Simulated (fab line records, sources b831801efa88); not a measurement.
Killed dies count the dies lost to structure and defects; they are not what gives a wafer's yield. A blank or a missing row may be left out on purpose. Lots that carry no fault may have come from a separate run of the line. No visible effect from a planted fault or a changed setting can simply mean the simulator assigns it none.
8D (eight disciplines) problem report, filled in by code | flow sky130 | the parts of the form that need people (team, actions taken, sign-off) are left out

== 1. WHAT IS WRONG ==
Mean of killed-at-other at SKY_PAD_OPEN_PROBE_99: 53.5 across 12 wafers in 4 lots; on wafers with no fault it is 0.2 (standard deviation 0.62). That is +86 standard deviations from the usual mean.
First seen on wafer L161.2, day 46 16:58, on prober-01. Wafers with a number at this step in the record: 12, from 4 lots. The rule behind "out" and "out of limits": a value lying over 4 standard deviations away from the usual mean. All remaining wafers that have a number are taken as sound.

== 2. WHAT IT IS AND WHAT IT IS NOT ==
question                    | is                     | is not
which readings at this step | killed-at-other        | killed_at_M4_up, killed-at-contacts, killed-at-front-end, killed-short
which lots                  | L161, L162, L167, L168 | -
which wafers of those lots  | all that have a number | -
read on which tools         | prober-01, prober-02   | -
when                        | from day 46 16:58      | up to then (0 sound wafers)

== 3. SUSPECTS, AND WHAT RULES EACH OUT ==
Counting: a tool at any process step up to the reading remains a suspect when it ran all the lots that are out and ran no sound lot after the first of those.
- iline-stepper-01 at SKY_RES_PROTECT_EXPOSE_04 (exposes mask RPM, target cd 1270 nm): kept. It ran every lot that is out, first L161 (day 16 08:49), and no sound lot after that.
- cvd-w-01 at SKY_VIA2_CVD_21 (deposits W, target thk 420 nm, time 126.4 s): kept. It ran every lot that is out, first L161 (day 37 20:49), and no sound lot after that.
Remaining after the count are iline-stepper-01 at SKY_RES_PROTECT_EXPOSE_04 and cvd-w-01 at SKY_VIA2_CVD_21.

== 4. THE CAUSE (what the simulator had put in) ==
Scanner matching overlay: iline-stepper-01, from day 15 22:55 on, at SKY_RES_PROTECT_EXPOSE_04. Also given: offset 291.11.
Counting left 2 suspects, and this tool is among them.

== 5. THE EFFECT CHAIN, in route order ==
Rows list readings where the struck wafers' mean (over those with a number) sits beyond 3 standard deviations from the usual. Only readings for which the record gives a usual standard deviation are gone through. hours: the time from each lot's start at the first step in this table that gives one to its start at this step, as a median over the lots. sigmas: the change in usual standard deviations.
hours | step                  | reading         | usual | on struck wafers | change | sigmas
0     | SKY_PAD_OPEN_PROBE_99 | killed-at-other | 0.2   | 53.5             | +53.3  | +86
0     | SKY_PAD_OPEN_PROBE_99 | killed-dies     | 85    | 130              | +45    | +4.8
0     | SKY_PAD_OPEN_PROBE_99 | killed-on-rim   | 16    | 26               | +10    | +3.2
It contains these process steps:
- SKY_PAD_OPEN_PROBE_99

== 6. HOW IT WOULD HAVE BEEN CAUGHT EARLIER ==
738 hours passed between the start of the fault at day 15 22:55 and the first reading out of limits in this record, taken at day 46 16:58.
Lots out: 4; all had begun SKY_RES_PROTECT_EXPOSE_04 on iline-stepper-01 by day 46 16:58. A hold on the tool at that time would have spared none of them.
